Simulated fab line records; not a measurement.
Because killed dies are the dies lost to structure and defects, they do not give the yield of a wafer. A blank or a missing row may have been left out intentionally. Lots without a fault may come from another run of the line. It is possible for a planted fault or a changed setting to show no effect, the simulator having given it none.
Which of the tools did it? | flow gf180mcu | 13 lots with 39 wafers sampled at 3 steps, on a route of 602 steps

== WHAT THE GAUGES SHOWED, per wafer ==
GF_M4_OVL_MEAS_15.
lot  | measured     | on         | M4_OVL (nm)
L707 | day 23 15:09 | overlay-02 | -3 -4 1
L708 | day 23 22:49 | overlay-01 | 0 -3 4
L709 | day 24 04:58 | overlay-01 | 2 -2 4
L710 | day 24 16:13 | overlay-02 | -10 -6 -8
L711 | day 25 01:01 | overlay-02 | -3 -3 -4
L712 | day 25 11:01 | overlay-01 | 6 2 5
L713 | day 25 16:40 | overlay-01 | 3 -2 0
L716 | day 26 16:40 | overlay-01 | 5 1 5
L718 | day 27 09:28 | overlay-01 | 0 3 6
L719 | day 27 19:15 | overlay-02 | -3 -6 -3
L725 | day 29 13:52 | overlay-02 | -2 -4 -7
L727 | day 30 01:46 | overlay-02 | -9 -10 -5
L730 | day 30 23:31 | overlay-02 | 3 2 1

== TOOL THAT RAN EACH LOT (tool first, then ch and the chambers of the sampled wafers, then the start) ==
lot  | GF_V2_SPUTTER_21             | GF_M4_SPUTTER_03
L707 | pvd_sputter-04, day 20 09:58 | pvd_sputter-02, day 22 16:08
L708 | pvd_sputter-01, day 20 19:01 | pvd_sputter-04, day 22 23:11
L709 | pvd_sputter-01, day 21 02:46 | pvd_sputter-04, day 23 06:38
L710 | pvd_sputter-01, day 21 13:32 | pvd_sputter-04, day 23 17:40
L711 | pvd_sputter-04, day 22 00:04 | pvd_sputter-03, day 24 02:34
L712 | pvd_sputter-01, day 22 10:52 | pvd_sputter-03, day 24 13:11
L713 | pvd_sputter-01, day 22 17:25 | pvd_sputter-02, day 24 19:04
L716 | pvd_sputter-02, day 23 20:07 | pvd_sputter-02, day 25 20:12
L718 | pvd_sputter-04, day 24 13:56 | pvd_sputter-04, day 26 12:37
L719 | pvd_sputter-04, day 25 00:04 | pvd_sputter-02, day 26 22:37
L725 | pvd_sputter-04, day 26 23:55 | pvd_sputter-03, day 28 18:36
L727 | pvd_sputter-04, day 27 08:22 | pvd_sputter-02, day 29 06:36
L730 | pvd_sputter-04, day 28 12:04 | pvd_sputter-02, day 30 05:08
- GF_V2_SPUTTER_21: material Ti, target thk 15 nm, time 80.02 s.
- GF_M4_SPUTTER_03: material Ti, target thk 10 nm, time 6.7 s.

== AS READ BY THE TOOLS THEMSELVES (means over the sampled wafers that have a number; for cases with no such wafer, the mark the record gives instead) ==
GF_V2_SPUTTER_21.
lot  | tool           | throttle_valve_pct (%)
L707 | pvd_sputter-04 | 29.9
L708 | pvd_sputter-01 | 28.9
L709 | pvd_sputter-01 | 30.3
L710 | pvd_sputter-01 | 29.7
L711 | pvd_sputter-04 | 30.0
L712 | pvd_sputter-01 | 29.8
L713 | pvd_sputter-01 | 30.0
L716 | pvd_sputter-02 | 30.8
L718 | pvd_sputter-04 | 30.0
L719 | pvd_sputter-04 | 29.4
L725 | pvd_sputter-04 | 30.0
L727 | pvd_sputter-04 | 29.5
L730 | pvd_sputter-04 | 29.4

GF_M4_SPUTTER_03.
lot  | tool           | throttle_valve_pct (%)
L707 | pvd_sputter-02 | 30.0
L708 | pvd_sputter-04 | 29.2
L709 | pvd_sputter-04 | 30.2
L710 | pvd_sputter-04 | 29.4
L711 | pvd_sputter-03 | 29.6
L712 | pvd_sputter-03 | 29.3
L713 | pvd_sputter-02 | 29.4
L716 | pvd_sputter-02 | 30.4
L718 | pvd_sputter-04 | 29.4
L719 | pvd_sputter-02 | 30.3
L725 | pvd_sputter-03 | 29.7
L727 | pvd_sputter-02 | 29.6
L730 | pvd_sputter-02 | 30.1

== THE ANSWER, worked out from the rows above alone ==
Rule: what is usual is taken from the lots themselves. Put in order of their means at a reading, lots are off if they are a third of the lots or fewer, leave a main group of 4 or more, and stand apart from it by a gap of 3 or more times the standard deviation of the main group's means; of several such gaps the widest counts. Not used: any main group whose means are identical at the precision the tables above print for the reading. Also off: a lot with no number at a reading for which 4 or more lots have one. All remaining lots with rows at the step are treated as sound. The gauges are gone through in route order, then the tools' own readings, and for those a lot's mean is taken as printed above. The first step at which some lot is off is used, and at that step the reading that is off furthest; a lot without a number counts as furthest.
No lot is off on any of the readings shown, so nothing can be concluded from this.

== WHAT WAS PUT IN BY THE SIMULATOR ==
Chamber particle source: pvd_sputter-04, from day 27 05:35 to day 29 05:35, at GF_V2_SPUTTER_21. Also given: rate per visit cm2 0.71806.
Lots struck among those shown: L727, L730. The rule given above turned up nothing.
